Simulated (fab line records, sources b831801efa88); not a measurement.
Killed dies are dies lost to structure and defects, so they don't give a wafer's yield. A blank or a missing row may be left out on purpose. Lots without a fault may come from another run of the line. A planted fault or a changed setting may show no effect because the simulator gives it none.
A struck lot beside a sound one | flow sfq_line | 42 steps out of a route of 325
Sound: wafers L888.3, L888.4, L888.6. Struck: wafers L891.4, L891.6. (L891.5 of the same lot was not struck and is left out.) The cause comes at the end.
At each step with rows: each side's tool, then ch and its chambers, then its first start. Under that, the readings that differ: sound wafers | struck wafers | difference of the means | sigmas: that difference in standard deviations of wafers without a fault.
alike: readings whose means differ by less than 2 such deviations, and words and numbers that are the same on both sides. not compared: withheld readings, readings that some wafer has no value for, bounds like >300 that may hide the same value, and numbers for which the record gives no deviation and whose values overlap.
The two part at a step that has a row with sigmas, a row that says differs or no value, or rows on one side only. Numbers that don't overlap but have no deviation are shown without sigmas and don't part them. A reading that every wafer of one side lacks parts them only if that side has two wafers or more.

first, 6 steps without rows for these wafers: SFQ_TRILAYER_M3_LITHO_COAT_080 (resist thk 62 nm); SFQ_TRILAYER_M3_LITHO_COAT_075 (resist thk 600 nm); SFQ_TRILAYER_M3_LITHO_SOFTBAKE_079; SFQ_TRILAYER_M3_LITHO_EXPOSE_076 (exposes mask M3, target cd 500 nm); SFQ_TRILAYER_M3_LITHO_PEB_078 (peb time 60 s); SFQ_TRILAYER_M3_LITHO_DEVELOP_077 (time 60 s).
SFQ_M3_OVL_MEAS_921:
  sound on overlay-02, day 26 11:32; struck on overlay-02, day 27 03:31
  alike: M3_OVL
SFQ_TRILAYER_M3_BARC_OPEN_METAL_ETCH_100: etches BARC in O2, target depth 125 nm, time 41.7 s.
  sound on rie_metal-02 ch 0,1, day 26 11:34; struck on rie_metal-02 ch 0,1, day 27 03:33
  alike: drypump_motor_current_A, oes_product_au
  not compared: rf_hours_counter_h
then, 1 step without rows for these wafers: SFQ_TRILAYER_M3_ETCH_METAL_ETCH_078 (etches Nb in Cl2/Ar, stops on SiO2, target depth 240 nm, time 120 s).
SFQ_TRILAYER_M3_STRIP_STRIP_079: strips in O2.
  sound on rie_metal-02 ch 0,1, day 26 11:56; struck on rie_metal-02 ch 0,1, day 27 03:55
  reading               | sound             | struck      | difference | sigmas
  oes_product_au (a.u.) | 0.989 0.992 0.996 | 1.004 1.011 | +0.015     | +2
  alike: drypump_motor_current_A
  not compared: rf_hours_counter_h
then, 2 steps without rows for these wafers: SFQ_TRILAYER_M3_STRIP_SOLV_CLEAN_080 (cleans in NMP, time 600 s); SFQ_TRILAYER_I3_DEP_PECVD_081 (deposits SiO2 from SiH4/N2O, time 111.11 s, target thk 500 nm).
SFQ_TRILAYER_I3_CMP_CMP_082: polishes SiO2.
  sound on cmp-02 ch 0,1,3, day 28 04:38; struck on cmp-02 ch 3, day 28 16:38
  reading                                             | sound             | struck      | difference | sigmas
  time_to_endpoint_s (s)                              | 209 209 208       | 286 283     | +76        | +10
  model.SiO2_of_TRILAYER_I3_DEP_PECVD_081.thk_nm (nm) | 199.2 199.5 198.8 | 307.2 306.9 | +107.9     |
  alike: motor_current_A
SFQ_I3_BOW_MEAS_922:
  sound on film_metro-01, day 28 07:17; struck on film_metro-01, day 28 20:31
  reading     | sound  | struck | difference                    | sigmas
  I3_BOW (um) | 4 -2 0 | - -    | no value on the struck wafers |
SFQ_TRILAYER_I3_METRO_MEASURE_083:
  sound on film_metro-01, day 28 07:46; struck on film_metro-01, day 29 00:32
  reading     | sound             | struck      | difference | sigmas
  thk_nm (nm) | 199.3 199.4 198.7 | 306.9 307.0 | +107.8     | +99 or more
then, 6 steps without rows for these wafers: SFQ_TRILAYER_I3_VIA_LITHO_COAT_090 (resist thk 62 nm); SFQ_TRILAYER_I3_VIA_LITHO_COAT_085 (resist thk 650 nm); SFQ_TRILAYER_I3_VIA_LITHO_SOFTBAKE_089; SFQ_TRILAYER_I3_VIA_LITHO_EXPOSE_086 (exposes mask I3, target cd 500 nm); SFQ_TRILAYER_I3_VIA_LITHO_PEB_088 (peb time 60 s); SFQ_TRILAYER_I3_VIA_LITHO_DEVELOP_087 (time 60 s).
-- the record jumps here: 6 days lie between the struck wafers' starts before and after --
SFQ_I3_OVL_MEAS_923:
  sound on overlay-01, day 34 08:33; struck on overlay-01, day 34 21:46
  alike: I3_OVL
SFQ_TRILAYER_I3_VIA_BARC_OPEN_VIA_ETCH_121: etches BARC in O2, target depth 125 nm, time 41.7 s.
  sound on rie_diel-04 ch 0,2, day 34 08:34; struck on rie_diel-02 ch 0,1, day 34 21:46
  alike: drypump_motor_current_A, oes_product_au
  not compared: rf_hours_counter_h
SFQ_TRILAYER_I3_VIA_ETCH_VIA_ETCH_088: etches SiO2 in CHF3, stops on Nb, target depth 260 nm.
  sound on rie_diel-04 ch 0,2, day 34 08:37; struck on rie_diel-02 ch 0,1, day 34 21:49
  reading                        | sound             | struck      | difference | sigmas
  oes_product_au (a.u.)          | 0.850 0.850 0.857 | 1.005 1.001 | +0.151     | +30
  model.etch.depth_nm (nm)       | 199.2 199.5 198.8 | 259.3 260   | +60.5      |
  model.I3.feature_depth_nm (nm) | 199.2 199.5 198.8 | 259.3 260   | +60.5      |
  alike: drypump_motor_current_A
SFQ_TRILAYER_I3_VIA_STRIP_STRIP_089: strips in O2.
  sound on rie_metal-01 ch 0,1, day 34 08:56; struck on rie_metal-01 ch 1, day 34 22:08
  alike: drypump_motor_current_A, oes_product_au
  not compared: rf_hours_counter_h
then, 1 step without rows for these wafers: SFQ_TRILAYER_I3_VIA_STRIP_SOLV_CLEAN_090 (cleans in NMP, time 600 s).
SFQ_TRILAYER_M4_DEP_PRE_CLEAN_092: time 22.5 s.
  sound on pvd_sputter-04, day 34 09:30; struck on pvd_sputter-05, day 34 22:42
  reading                                             | sound           | struck      | difference | sigmas
  model.SiO2_of_TRILAYER_I3_DEP_PECVD_081.thk_nm (nm) | 191.7 192 191.3 | 299.7 299.4 | +107.9     |
then, 1 step without rows for these wafers: SFQ_TRILAYER_M4_DEP_SPUTTER_091 (material Nb, target thk 200 nm, time 133.3 s).
SFQ_M4_RS_MEAS_924: measures by four-point-probe.
  sound on film_metro-04, day 34 09:40; struck on film_metro-04, day 34 22:53
  alike: M4_NB_RS
then, 6 steps without rows for these wafers: SFQ_TRILAYER_M4_LITHO_COAT_098 (resist thk 62 nm); SFQ_TRILAYER_M4_LITHO_COAT_093 (resist thk 600 nm); SFQ_TRILAYER_M4_LITHO_SOFTBAKE_097; SFQ_TRILAYER_M4_LITHO_EXPOSE_094 (exposes mask M4, target cd 500 nm); SFQ_TRILAYER_M4_LITHO_PEB_096 (peb time 60 s); SFQ_TRILAYER_M4_LITHO_DEVELOP_095 (time 60 s).
-- the record jumps here: 7 days lie between the struck wafers' starts before and after --
SFQ_M4_OVL_MEAS_926:
  sound on overlay-01, day 40 23:40; struck on overlay-02, day 41 15:16
  alike: M4_OVL
then, 1 step without rows for these wafers: SFQ_TRILAYER_M4_BARC_OPEN_METAL_ETCH_123 (etches BARC in O2, target depth 125 nm, time 41.7 s).
SFQ_TRILAYER_M4_ETCH_METAL_ETCH_096: etches Nb in Cl2/Ar, stops on SiO2, target depth 240 nm, time 120 s.
  sound on rie_metal-03 ch 1, day 40 23:53; struck on rie_metal-01 ch 0,1, day 41 15:23
  reading                     | sound       | struck  | difference | sigmas
  drypump_motor_current_A (A) | 6.4 6.4 6.4 | 5.4 5.3 | -1.1       | -2
  alike: oes_product_au
  not compared: rf_hours_counter_h
then, 3 steps without rows for these wafers: SFQ_TRILAYER_M4_STRIP_STRIP_097 (strips in O2); SFQ_TRILAYER_M4_STRIP_SOLV_CLEAN_098 (cleans in NMP, time 600 s); SFQ_TRILAYER_I4_DEP_PECVD_099 (deposits SiO2 from SiH4/N2O, time 111.11 s, target thk 500 nm).
-- the record jumps here: 43 days lie between the struck wafers' starts before and after --
SFQ_M8_BOW_MEAS_951:
  sound on film_metro-04, day 83 16:18; struck on film_metro-04, day 84 05:31
  reading                 | sound             | struck      | difference | sigmas
  model.etest.i3.link_ohm | 1.955 1.956 1.981 | 1e+06 1e+06 | +1e+06     |
  alike: M8_BOW

WHERE THEY PART
First at SFQ_TRILAYER_M3_STRIP_STRIP_079; last, within this record, at SFQ_TRILAYER_M4_ETCH_METAL_ETCH_096. Later steps at which nothing parts them and some readings are alike: SFQ_M8_BOW_MEAS_951.

WHY: what the simulator had put in
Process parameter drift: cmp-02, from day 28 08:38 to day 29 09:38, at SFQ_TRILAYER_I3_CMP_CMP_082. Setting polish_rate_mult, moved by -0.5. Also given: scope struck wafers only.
